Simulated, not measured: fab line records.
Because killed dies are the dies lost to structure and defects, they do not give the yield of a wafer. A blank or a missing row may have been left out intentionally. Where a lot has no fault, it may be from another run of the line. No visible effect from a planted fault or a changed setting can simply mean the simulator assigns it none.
2 desks looking at one fault + flow sky130 + each desk holds nothing but its own numbers, with what lay behind them at the end

AT THE METROLOGY DESK
What the gauges read, lot by lot, whatever tool the lot ran on: means of the sampled wafers that have a number. The brackets show how far a lot's mean lies from the usual mean; more than 4 standard deviations puts the lot out of limits, marked OUT.
Columns: A = LDD_P_TW at SKY_LDD_P_TW_MEAS_11, usual 637.6; B = LDD_HVN_OVL at SKY_LDD_HVN_OVL_MEAS_07, usual 0.4 nm; C = LDD_HVN_TW at SKY_LDD_HVN_TW_MEAS_10, usual 1443
| lot  | first seen here | A                       | B    | C    |
|------|-----------------|-------------------------|------|------|
| L522 | day 18 10:23    | 642.8                   | 1.8  | 1439 |
| L524 | day 19 13:53    | 635.5                   | -0.8 | 1444 |
| L525 | day 20 05:37    | 637.0                   | -1.4 | 1436 |
| L526 | day 20 14:32    | 639.6                   | 0.8  | 1435 |
| L531 | day 22 11:35    | 639.6                   | -2.4 | 1446 |
| L532 | day 22 16:14    | 635.5                   | 1.4  | 1447 |
| L533 | day 23 03:01    | 230.9 (-99 or more) OUT | 1.8  | 1437 |
| L539 | day 25 04:10    | 641.0                   | 1.2  | 1452 |
| L541 | day 25 21:23    | 638.7                   | -0.8 | 1447 |
| L542 | day 26 08:32    | 639.7                   | 1.3  | 1427 |
| L543 | day 26 13:54    | 636.2                   | 0.3  | 1443 |
| L544 | day 27 01:03    | 637.1                   | 1.8  | 1438 |
| L545 | day 27 04:34    | 635.7                   | 1.0  | 1435 |
This desk's finding: out of limits on L533; first on L533, day 23 03:01 (LDD_P_TW at SKY_LDD_P_TW_MEAS_11). L522, L524, L525, L526, L531, L532, L539, L541, L542, L543, L544, L545: within limits.

FOR THE TOOL OWNER'S DESK: plasmaAsher-03
The tool's own readings at SKY_LDD_N_STRIP_16 (strips in O2/N2): means of the sampled wafers that have a number, for each lot that ran on this tool. The brackets show how far a lot's mean lies from the usual mean; more than 4 standard deviations puts the lot out of limits, marked OUT.
Columns: A = drypumpMotorCurrentA at SKY_LDD_N_STRIP_16, usual 5.7 A; B = oesProductAu at SKY_LDD_N_STRIP_16, usual 0.406 a.u.; C = stripTimeToEndpointS at SKY_LDD_N_STRIP_16, usual 4.317 s
| lot  | first seen here | A   | B                       | C     |
|------|-----------------|-----|-------------------------|-------|
| L522 | day 17 03:33    | 6.2 | 0.404                   | 4.331 |
| L531 | day 21 04:27    | 6.2 | 0.414                   | 4.324 |
| L532 | day 21 09:57    | 6.2 | 0.408                   | 4.306 |
| L533 | day 21 20:54    | 6.2 | 0.924 (+99 or more) OUT | -     |
This desk's finding: out of limits on L533; first on L533, day 21 20:54 (oesProductAu at SKY_LDD_N_STRIP_16). L522, L531, L532: within limits.

PUT TOGETHER
At day 21 20:54, on L533, the tool owner's desk was in a position to raise an alarm.
L533 would have let the metrology desk raise an alarm at day 23 03:01.
Of the lots named, all ran SKY_LDD_N_STRIP_16 on plasmaAsher-03.

WHAT HAD BEEN PUT IN BY THE SIMULATOR
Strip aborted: plasmaAsher-03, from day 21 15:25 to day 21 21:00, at SKY_LDD_N_STRIP_16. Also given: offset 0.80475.
Lots struck among those shown: L533.
Counting hours from when the fault started, the first reading out of limits came at 5 for the tool owner's desk and at 36 for the metrology desk.
